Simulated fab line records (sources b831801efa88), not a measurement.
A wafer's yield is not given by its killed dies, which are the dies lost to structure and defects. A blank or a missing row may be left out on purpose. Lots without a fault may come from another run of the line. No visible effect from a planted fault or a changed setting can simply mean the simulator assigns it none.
Problem report in the 8D (eight disciplines) form, filled by code    flow gf180mcu    the parts of the form that need people (team, actions taken, sign-off) are left out

== 1. THE PROBLEM ==
At GF_M4_SPUTTER_04, chamberPressurePa averages 0.4867 Pa over 9 wafers from 3 lots, while fault-free wafers read 0.4001 Pa, standard deviation 0.0008. So: +99 or more standard deviations from the usual mean.
The step: material TiN, target thk 50 nm, time 41.7 s.
First seen on wafer L126.1, day 27 18:25, on pvdSputter-03. Wafers with a number at this step in the record: 39, from 13 lots. Rule for "out" (also "out of limits"): further than 4 standard deviations from the usual mean. Any other wafer with a number is counted as sound.

== 2. WHAT IT IS, AND WHAT IT ISN'T ==
question                     is                      is not
which readings at this step  chamberPressurePa       -
which lots                   L126, L127, L128        L111, L113, L114, L115, L116, L117, L118, L129, L130, L133
which wafers of those lots   all that have a number  -
read on which tools          pvdSputter-03           pvdSputter-02, pvdSputter-04
when                         from day 27 18:25       up to then (21 sound wafers); but 9 sound wafers of L129, L130, L133 came after

== 3. THE SUSPECTS, EACH WITH WHAT RULES IT OUT ==
Counting: a tool at a process step up to the reading stays a suspect if it ran every lot that is out and no sound lot after the first of them.
- pvdSputter-03 at GF_M4_SPUTTER_04 (material TiN, target thk 50 nm, time 41.7 s): kept. It processed each lot that is out, first L126 at day 27 18:25, and no sound lot thereafter; up to then, the last sound lot it processed was L118 at day 25 11:43. Out on those wafers are its own readings of chamberPressurePa.
After counting, what remains is pvdSputter-03 at GF_M4_SPUTTER_04.

== 4. THE CAUSE (what the simulator had put in) ==
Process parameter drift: pvdSputter-03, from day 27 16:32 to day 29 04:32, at GF_M4_SPUTTER_04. Setting chamberPressurePa, moved by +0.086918, from 0.4. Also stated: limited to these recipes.
Counting left only this tool.

== 5. THE EFFECT CHAIN, in route order ==
Each row: a reading whose mean over the struck wafers that have a number lies more than 3 standard deviations from the usual. Only readings for which the record gives a usual standard deviation are gone through. hours: the time from each lot's start at the first step in this table that gives one to its start at this step, as a median over the lots. sigmas: the change in usual standard deviations.
hours  step              reading            usual      on struck wafers  change   sigmas
0      GF_M4_SPUTTER_04  chamberPressurePa  0.4001 Pa  0.4867            +0.0866  +99 or more
It contains these process steps:
- GF_M4_SPUTTER_04: material TiN, target thk 50 nm, time 41.7 s.

== 6. HOW IT WOULD HAVE BEEN CAUGHT EARLIER ==
In this record the first reading out of limits was taken at day 27 18:25, 2 hours after the fault began at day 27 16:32.
